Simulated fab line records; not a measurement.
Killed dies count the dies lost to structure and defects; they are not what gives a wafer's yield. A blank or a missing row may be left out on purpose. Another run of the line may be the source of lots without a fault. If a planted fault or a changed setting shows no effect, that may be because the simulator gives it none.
Chamber matching -- flow sky130 -- 4 sister chambers for SKY_VIA2_ETCH_15 on rieDiel-01
The step etches SiO2 in C4F8/O2/Ar, stops on TiN, target depth 546 nm, time 84 s. 23 wafers are shown with their chamber, then 11 later ones without.

== WAFERS, EACH WITH ITS CHAMBER ==
wafer,chamber,oesProductAu (a.u.)
L538.1,3,0.934
L538.5,1,0.947
L538.6,0,0.933
L540.6,2,0.936
L541.5,2,0.935
L541.6,0,0.941
L542.6,2,0.939
L551.1,2,0.935
L551.3,3,0.940
L551.5,3,0.950
L553.2,0,0.944
L553.4,3,0.933
L553.6,2,0.937
L554.3,2,0.942
L554.4,2,0.934
L554.6,0,0.944
L555.4,1,0.933
L555.5,0,0.942
L555.6,3,0.936
L556.2,3,0.936
L556.4,0,0.944
L556.5,2,0.939
L557.2,2,0.942

SIGNATURES, as means of the wafers listed above
reading,chamber 0,chamber 1,chamber 2,chamber 3,scatter within a chamber
oesProductAu,0.94133,0.94000,0.93767,0.93817,0.00491
Rule: a wafer lies at a distance from a chamber equal to the root of the sum of squares, over the readings, of (its reading less the chamber's mean, divided by the reading's scatter). If the next closest chamber is less than 2 further off than the closest, the wafer can't be placed; otherwise it belongs to the closest. How the scatter is found: for the shown wafers, subtract from each reading the mean of its chamber, square and add these, divide the total by (wafers less chambers), then take the root.

== WAFERS WITH NO CHAMBER GIVEN ==
wafer,oesProductAu (a.u.)
L557.3,0.940
L557.6,0.943
L558.2,0.945
L558.3,0.947
L558.5,0.930
L559.1,0.939
L559.3,0.944
L559.5,0.939
L561.2,0.939
L561.4,0.945
L561.5,0.943

== EACH ONE'S CHAMBER ==
wafer,from the rows above,in truth
L557.3,can't be placed: 1 or 0 or 3 or 2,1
L557.6,can't be placed: 0 or 1 or 3 or 2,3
L558.2,can't be placed: 0 or 1 or 3 or 2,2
L558.3,can't be placed: 0 or 1 or 3 or 2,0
L558.5,can't be placed: 2 or 3 or 1 or 0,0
L559.1,can't be placed: 3 or 1 or 2 or 0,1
L559.3,can't be placed: 0 or 1 or 3 or 2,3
L559.5,can't be placed: 3 or 1 or 2 or 0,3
L561.2,can't be placed: 3 or 1 or 2 or 0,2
L561.4,can't be placed: 0 or 1 or 3 or 2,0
L561.5,can't be placed: 0 or 1 or 3 or 2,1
0 of 11 placed correctly. Not placeable from these rows: 11 (in 11, the candidates include the true chamber). Wrongly placed: 0.
